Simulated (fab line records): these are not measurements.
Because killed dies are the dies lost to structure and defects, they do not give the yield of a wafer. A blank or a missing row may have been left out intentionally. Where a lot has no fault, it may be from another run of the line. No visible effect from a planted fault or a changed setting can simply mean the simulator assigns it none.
Which tool is to blame?    flow sky130    Sampling: 12 lots, 36 wafers, 5 of 708 route steps

WHAT THE GAUGES SHOWED, per wafer
Not one reading of a measure or inspect step in the record can be checked against a usual standard deviation.

WHAT TOOL EACH LOT RAN ON (gives the tool, then ch and the chambers of the sampled wafers, and finally the start)
lot   SKY_GATE_OXIDE_STRIP_13               SKY_METAL4_STRIP_19                   SKY_METAL5_SPUTTER_03         SKY_METAL5_METAL_ETCH_15           SKY_PAD_OPEN_PROBE_99
L977  plasma asher-03 ch 0,1, day 14 08:54  plasma asher-04 ch 0,1, day 42 03:01  pvd sputter-01, day 43 04:13  rie metal-02 ch 0,1, day 44 01:53  -
L978  plasma asher-03 ch 0,1, day 14 17:20  plasma asher-03 ch 0,1, day 42 13:11  pvd sputter-02, day 43 13:55  rie metal-02 ch 1, day 44 11:47    -
L979  plasma asher-03 ch 0,1, day 15 06:07  plasma asher-01 ch 0,1, day 42 23:35  pvd sputter-03, day 44 00:50  rie metal-02 ch 0,1, day 44 23:29  -
L980  plasma asher-04 ch 0, day 15 07:28    plasma asher-04 ch 0,1, day 43 01:14  pvd sputter-01, day 44 01:25  rie metal-03 ch 0, day 44 23:47    -
L985  plasma asher-03 ch 0,1, day 18 03:52  plasma asher-03 ch 0,1, day 45 05:35  pvd sputter-03, day 46 04:47  rie metal-04 ch 1, day 47 00:56    prober-02, day 48 18:52
L987  plasma asher-03 ch 0,1, day 18 14:16  plasma asher-04 ch 0,1, day 45 13:58  pvd sputter-02, day 46 12:26  rie metal-04 ch 1, day 47 08:32    prober-02, day 49 02:26
L988  plasma asher-02 ch 0, day 18 23:56    plasma asher-01 ch 0,1, day 45 23:43  pvd sputter-01, day 46 22:11  rie metal-04 ch 1, day 47 18:17    -
L992  plasma asher-02 ch 0,1, day 20 07:43  plasma asher-04 ch 0,1, day 46 16:19  pvd sputter-03, day 47 13:53  rie metal-03 ch 0,1, day 48 09:29  -
L991  plasma asher-04 ch 0,1, day 20 08:01  plasma asher-01 ch 1, day 46 17:47    pvd sputter-01, day 47 16:22  rie metal-04 ch 0,1, day 48 12:05  -
L995  plasma asher-02 ch 0,1, day 20 23:05  plasma asher-03 ch 0,1, day 47 05:20  pvd sputter-03, day 48 03:29  rie metal-03 ch 0,1, day 48 22:15  -
L996  plasma asher-02 ch 0,1, day 21 12:41  plasma asher-03 ch 0,1, day 47 10:29  pvd sputter-03, day 48 08:47  rie metal-02 ch 0,1, day 49 02:45  -
L997  plasma asher-02 ch 0,1, day 21 21:31  plasma asher-01 ch 0,1, day 47 15:47  pvd sputter-03, day 48 12:47  rie metal-04 ch 0,1, day 49 06:55  -
- SKY_GATE_OXIDE_STRIP_13: strips in O2/N2.
- SKY_METAL4_STRIP_19: strips in O2/N2.
- SKY_METAL5_SPUTTER_03: material Ti, target thk 5 nm, time 3.3 s.
- SKY_METAL5_METAL_ETCH_15: etches the open film in Cl2/BCl3, stops on SiO2, target depth 1260 nm, time 252 s.
- SKY_PAD_OPEN_PROBE_99

AS READ BY THE TOOLS THEMSELVES (means over the sampled wafers that have a number; for cases with no such wafer, the mark the record gives instead)
SKY_GATE_OXIDE_STRIP_13. Usual: drypump motor current A 5.8 A, standard deviation 0.43; oes product au 0.716 a.u., standard deviation 0.005; strip time to endpoint s 14.18 s, standard deviation 0.038.
lot   tool             drypump motor current A (A)  oes product au (a.u.)  strip time to endpoint s (s)  flag
L977  plasma asher-03  5.8                          0.716                  14.21                         
L978  plasma asher-03  5.8                          0.716                  14.17                         
L979  plasma asher-03  5.8                          0.719                  14.16                         
L980  plasma asher-04  5.9                          0.716                  14.14                         
L985  plasma asher-03  5.7                          0.720                  14.22                         
L987  plasma asher-03  5.8                          0.720                  14.14                         
L988  plasma asher-02  6.3                          0.716                  14.21                         
L992  plasma asher-02  5.7                          0.715                  14.23                         
L991  plasma asher-04  5.2                          0.715                  14.17                         
L995  plasma asher-02  5.7                          0.723                  14.16                         
L996  plasma asher-02  6.0                          0.714                  14.17                         
L997  plasma asher-02  5.8                          0.718                  14.20                         

SKY_METAL4_STRIP_19. Usual: drypump motor current A 5.7 A, standard deviation 0.53; oes product au 0.504 a.u., standard deviation 0.0053; strip time to endpoint s 6.57 s, standard deviation 0.07.
lot   tool             drypump motor current A (A)  oes product au (a.u.)  strip time to endpoint s (s)  flag
L977  plasma asher-04  5.3                          0.506                  6.65                          
L978  plasma asher-03  5.8                          0.508                  6.58                          
L979  plasma asher-01  5.9                          0.502                  6.49                          
L980  plasma asher-04  5.6                          0.498                  6.51                          
L985  plasma asher-03  5.8                          0.507                  6.55                          
L987  plasma asher-04  5.3                          0.511                  6.67                          
L988  plasma asher-01  5.5                          0.506                  6.63                          
L992  plasma asher-04  5.3                          0.504                  6.59                          
L991  plasma asher-01  5.0                          0.504                  6.53                          
L995  plasma asher-03  5.8                          0.501                  6.48                          
L996  plasma asher-03  5.8                          0.506                  6.66                          
L997  plasma asher-01  5.9                          0.509                  6.61                          

SKY_METAL5_SPUTTER_03. Usual: throttle valve pct at 29.7 %, with a standard deviation of 0.57.
lot   tool            throttle valve pct (%)  flag
L977  pvd sputter-01  29.8                    
L978  pvd sputter-02  29.1                    
L979  pvd sputter-03  29.5                    
L980  pvd sputter-01  30.1                    
L985  pvd sputter-03  30.0                    
L987  pvd sputter-02  29.3                    
L988  pvd sputter-01  29.8                    
L992  pvd sputter-03  29.9                    
L991  pvd sputter-01  29.8                    
L995  pvd sputter-03  29.7                    
L996  pvd sputter-03  29.9                    
L997  pvd sputter-03  29.9                    

SKY_METAL5_METAL_ETCH_15. Usual: drypump motor current A 5.8 A, standard deviation 0.41; oes product au 0.894 a.u., standard deviation 0.0051; throttle valve pct 22.265 %, standard deviation 0.01.
lot   tool          drypump motor current A (A)  oes product au (a.u.)  throttle valve pct (%)  flag
L977  rie metal-02  5.9                          0.894                  22.267                  
L978  rie metal-02  5.7                          0.897                  22.255                  
L979  rie metal-02  6.2                          0.892                  22.263                  
L980  rie metal-03  5.8                          0.896                  22.269                  
L985  rie metal-04  6.1                          0.892                  22.266                  
L987  rie metal-04  6.0                          0.899                  22.270                  
L988  rie metal-04  6.1                          0.894                  22.268                  
L992  rie metal-03  5.7                          0.889                  22.273                  
L991  rie metal-04  5.7                          0.896                  22.264                  
L995  rie metal-03  5.6                          0.895                  22.254                  
L996  rie metal-02  6.2                          0.889                  22.260                  
L997  rie metal-04  5.3                          0.889                  22.268                  

SKY_PAD_OPEN_PROBE_99. Usual: killed_at_M0_to_M3 44, standard deviation 6.9; killed_at_M4_up 3.3, standard deviation 1.7; killed at contacts 24, standard deviation 4.7; killed at front end 15, standard deviation 4.5; killed at other 0.2, standard deviation 0.49; killed dies 86, standard deviation 8.4; killed open 47, standard deviation 6.5; killed short 39, standard deviation 6.
lot   tool       killed_at_M0_to_M3  killed_at_M4_up  killed at contacts  killed at front end  killed at other  killed dies  killed open  killed short  flag
L985  prober-02  37                  2.3              26                  29                   0.3              95           46           31            OFF
L987  prober-02  34                  1.7              24                  50                   0.0              109          40           33            OFF

THE ANSWER, worked out from the rows above alone
Rule: a lot is off if the mean of its wafers that have a number lies more than 3 standard deviations from the usual mean. A lot without any number at a reading at which 4 lots or more have one is off too. The other lots that the step has rows for count as sound. First the gauges in route order, then the tools' own readings, where a lot's mean is used as printed above. The first step at which some lot is off is used, and at that step the reading that is off furthest; a lot without a number counts as furthest.
Off, at SKY_PAD_OPEN_PROBE_99 on killed at front end: L985, L987. Neither off nor sound, because the step has no rows for them: L977, L978, L979, L980, L988, L992, L991, L995, L996, L997.
If a tool, at that step or one of the process steps before it, ran each lot that is off and ran no sound lot following the first of them, it fits. Can't be told from this: 3 tools fit, plasma asher-03 at SKY_GATE_OXIDE_STRIP_13, rie metal-04 at SKY_METAL5_METAL_ETCH_15, prober-02 at SKY_PAD_OPEN_PROBE_99.

WHAT THE SIMULATOR HAD PUT IN
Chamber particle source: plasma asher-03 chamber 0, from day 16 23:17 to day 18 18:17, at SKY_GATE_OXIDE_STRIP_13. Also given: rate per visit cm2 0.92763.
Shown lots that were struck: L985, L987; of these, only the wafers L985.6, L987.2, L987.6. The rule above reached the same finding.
